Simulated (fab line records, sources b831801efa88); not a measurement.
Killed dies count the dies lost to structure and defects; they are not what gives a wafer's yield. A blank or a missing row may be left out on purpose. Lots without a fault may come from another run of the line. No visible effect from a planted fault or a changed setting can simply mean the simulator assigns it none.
Which tool is to blame? / flow sfq-line / 7 lots, 20 wafers sampled, at 2 steps of a route of 325

## WHAT EACH GAUGE READ, for each wafer
SFQ_M7_OVL_MEAS_945.
lot=L872; measured=day 65 10:23; on=overlay-01; M7_OVL (nm)=13 7 11
lot=L874; measured=day 65 19:59; on=overlay-01; M7_OVL (nm)=0 7 -4
lot=L876; measured=day 66 18:47; on=overlay-01; M7_OVL (nm)=0 -1 3
lot=L878; measured=day 67 05:59; on=overlay-01; M7_OVL (nm)=5 8 9
lot=L887; measured=day 69 12:29; on=overlay-01; M7_OVL (nm)=4 7
lot=L891; measured=day 70 08:41; on=overlay-02; M7_OVL (nm)=3 7 8
lot=L894; measured=day 70 18:17; on=overlay-01; M7_OVL (nm)=1 4 5

## WHICH TOOL RAN EACH LOT (tool, then ch and the chambers of the sampled wafers, then the start)
lot=L872; SFQ_TRILAYER_M6_LITHO_PEB_162=litho-track-04 ch 0, day 59 00:53
lot=L874; SFQ_TRILAYER_M6_LITHO_PEB_162=litho-track-02 ch 0, day 59 09:16
lot=L876; SFQ_TRILAYER_M6_LITHO_PEB_162=litho-track-03 ch 0, day 60 12:52
lot=L878; SFQ_TRILAYER_M6_LITHO_PEB_162=litho-track-04 ch 0, day 61 00:52
lot=L887; SFQ_TRILAYER_M6_LITHO_PEB_162=litho-track-04 ch 0, day 63 13:28
lot=L891; SFQ_TRILAYER_M6_LITHO_PEB_162=litho-track-03 ch 0, day 65 05:13
lot=L894; SFQ_TRILAYER_M6_LITHO_PEB_162=litho-track-03 ch 0, day 65 20:55
- SFQ_TRILAYER_M6_LITHO_PEB_162: peb time 60 s.

## THE ANSWER, worked out from the rows above alone
Rule: the lots themselves supply what counts as usual. The widest of any qualifying gaps counts: lots, ordered by their means at a reading, are off when they make up no more than a third of the lots, leave a main group of 4 or more, and stand apart from it by 3 or more times the standard deviation of that group's means. A main group is skipped when, at the precision printed for the reading in the tables above, its means are all equal. A lot without any number at a reading at which 4 lots or more have one is off too. All remaining lots with rows at the step are treated as sound.
None of the lots is off at any reading shown; this tells nothing.

## WHAT WAS PUT IN BY THE SIMULATOR
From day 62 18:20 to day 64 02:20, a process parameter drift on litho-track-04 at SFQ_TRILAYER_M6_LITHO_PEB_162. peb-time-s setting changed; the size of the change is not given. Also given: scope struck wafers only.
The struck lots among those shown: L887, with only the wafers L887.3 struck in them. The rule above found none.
